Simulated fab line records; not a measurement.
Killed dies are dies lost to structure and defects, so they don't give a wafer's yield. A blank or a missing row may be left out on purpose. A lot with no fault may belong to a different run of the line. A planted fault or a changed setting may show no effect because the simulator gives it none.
Chamber matching -- flow sky130 -- SKY_VIA1_CMP_24 on cmp-01: 4 sister chambers
The step polishes, stops on SiO2, t overpolish 15 s, target thk 0 nm. 8 wafers are shown with their chamber, then 12 later ones without.

EACH WAFER AND ITS CHAMBER
wafer,chamber,motor_current_A (A),time_to_endpoint_s (s)
L087.5,0,13.9,64
L089.1,3,10.7,71
L089.4,2,12.0,72
L090.2,0,13.3,64
L090.6,1,11.1,70
L091.1,2,11.7,70
L091.4,3,10.1,71
L091.5,1,10.8,72

WAFERS WHOSE CHAMBER IS MISSING
wafer,motor_current_A (A),time_to_endpoint_s (s)
L092.3,9.9,66
L092.4,14.5,62
L092.5,11.2,63
L093.1,11.6,67
L093.2,13.8,61
L093.5,11.2,66
L094.1,14.9,65
L094.5,10.9,67
L094.6,13.7,62
L095.1,9.7,70
L095.3,14.1,65
L095.4,10.9,75

THE CHAMBER EACH PASSED THROUGH
wafer,from the rows above,in truth
L092.3,can't be placed: 3 or 1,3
L092.4,0,0
L092.5,can't be placed: 0 or 1 or 2 or 3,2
L093.1,can't be placed: 2 or 1 or 3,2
L093.2,0,0
L093.5,can't be placed: 1 or 2 or 3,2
L094.1,0,0
L094.5,can't be placed: 1 or 3 or 2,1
L094.6,0,0
L095.1,can't be placed: 3 or 1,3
L095.3,0,0
L095.4,can't be placed: 1 or 3 or 2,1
Placed correctly: 5 of 12. These rows do not allow placing 7 (true chamber among the candidates in 7). Wrongly placed: 0.
How it was worked out, from the rows above alone: a wafer's distance from a chamber is the root of the sum, over the readings, of the square of ((its reading less the chamber's mean) divided by the reading's scatter). If the next closest chamber is less than 2 further off than the closest, the wafer can't be placed; otherwise it belongs to the closest. A chamber's mean is the mean of its shown wafers. How the scatter is found: for the shown wafers, subtract from each reading the mean of its chamber, square and add these, divide the total by (wafers less chambers), then take the root.
